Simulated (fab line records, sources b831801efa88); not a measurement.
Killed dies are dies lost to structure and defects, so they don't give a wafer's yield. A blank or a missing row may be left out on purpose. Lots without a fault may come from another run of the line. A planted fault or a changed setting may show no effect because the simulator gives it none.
Which tool did it? | flow sfq_line | 13 lots, 39 wafers sampled, at 1 step of a route of 325

WHAT THE GAUGES READ, wafer by wafer
The record holds no reading of a measuring or inspecting step that can be judged against a usual standard deviation.

WHICH TOOL RAN EACH LOT (tool, then ch and the chambers of the sampled wafers, then the start)
lot  | SFQ_TRILAYER_I2_VIA_BARC_OPEN_VIA_ETCH_096
L849 | rie_diel-01 ch 0,3, day 37 14:13
L850 | rie_diel-03 ch 1,2,3, day 38 02:13
L853 | rie_diel-02 ch 0,2, day 39 11:59
L855 | rie_diel-02 ch 1,2,3, day 40 13:11
L862 | rie_diel-01 ch 0,2,3, day 43 20:38
L863 | rie_diel-01 ch 0,2, day 44 08:08
L865 | rie_diel-02 ch 0,2,3, day 44 23:44
L866 | rie_diel-03 ch 0,1,2, day 46 00:56
L867 | rie_diel-02 ch 0,2, day 46 04:02
L868 | rie_diel-03 ch 0,2,3, day 46 05:14
L869 | rie_diel-02 ch 0,2, day 46 13:46
L870 | rie_diel-01 ch 0,1,2, day 46 17:22
L871 | rie_diel-03 ch 1,2,3, day 46 22:10
- SFQ_TRILAYER_I2_VIA_BARC_OPEN_VIA_ETCH_096: etches BARC in O2, target depth 125 nm, time 41.7 s.

WHAT THE TOOLS THEMSELVES READ (means of the sampled wafers that have a number; where no wafer has one, the mark that the record gives instead)
SFQ_TRILAYER_I2_VIA_BARC_OPEN_VIA_ETCH_096. Usual: drypump_motor_current_A 5.4 A, standard deviation 0.4; oes_product_au 0.684 a.u., standard deviation 0.0048; run_length_s 70.2 s, standard deviation 0.43.
lot  | tool        | drypump_motor_current_A (A) | oes_product_au (a.u.) | run_length_s (s) | flag
L849 | rie_diel-01 | 5.6                         | 0.682                 | 70.9             |
L850 | rie_diel-03 | 5.5                         | 0.682                 | 70.5             |
L853 | rie_diel-02 | 5.4                         | 0.685                 | 70.3             |
L855 | rie_diel-02 | 4.9                         | 0.697                 | 68.9             | OFF
L862 | rie_diel-01 | 5.8                         | 0.682                 | 70.5             |
L863 | rie_diel-01 | 5.9                         | 0.692                 | 70.4             |
L865 | rie_diel-02 | 5.2                         | 0.687                 | 69.9             |
L866 | rie_diel-03 | 5.6                         | 0.683                 | 70.3             |
L867 | rie_diel-02 | 5.2                         | 0.686                 | 69.9             |
L868 | rie_diel-03 | 5.5                         | 0.681                 | 70.1             |
L869 | rie_diel-02 | 5.2                         | 0.684                 | 70.2             |
L870 | rie_diel-01 | 5.8                         | 0.686                 | 70.5             |
L871 | rie_diel-03 | 5.5                         | 0.679                 | 70.6             |

THE ANSWER, worked out from the rows above alone
Rule: a lot is off if the mean of its wafers that have a number lies more than 3 standard deviations from the usual mean. A lot without any number at a reading at which 4 lots or more have one is off too. The other lots that the step has rows for count as sound. The gauges are gone through in route order, then the tools' own readings, and for those a lot's mean is taken as printed above. The first step at which some lot is off is used, and at that step the reading that is off furthest; a lot without a number counts as furthest.
Off: L855, at SFQ_TRILAYER_I2_VIA_BARC_OPEN_VIA_ETCH_096 (run_length_s).
A tool fits if, at that step or a process step before it, it ran every lot that is off, and no sound lot after the first of them. None of those tried fits.

WHAT THE SIMULATOR HAD PUT IN
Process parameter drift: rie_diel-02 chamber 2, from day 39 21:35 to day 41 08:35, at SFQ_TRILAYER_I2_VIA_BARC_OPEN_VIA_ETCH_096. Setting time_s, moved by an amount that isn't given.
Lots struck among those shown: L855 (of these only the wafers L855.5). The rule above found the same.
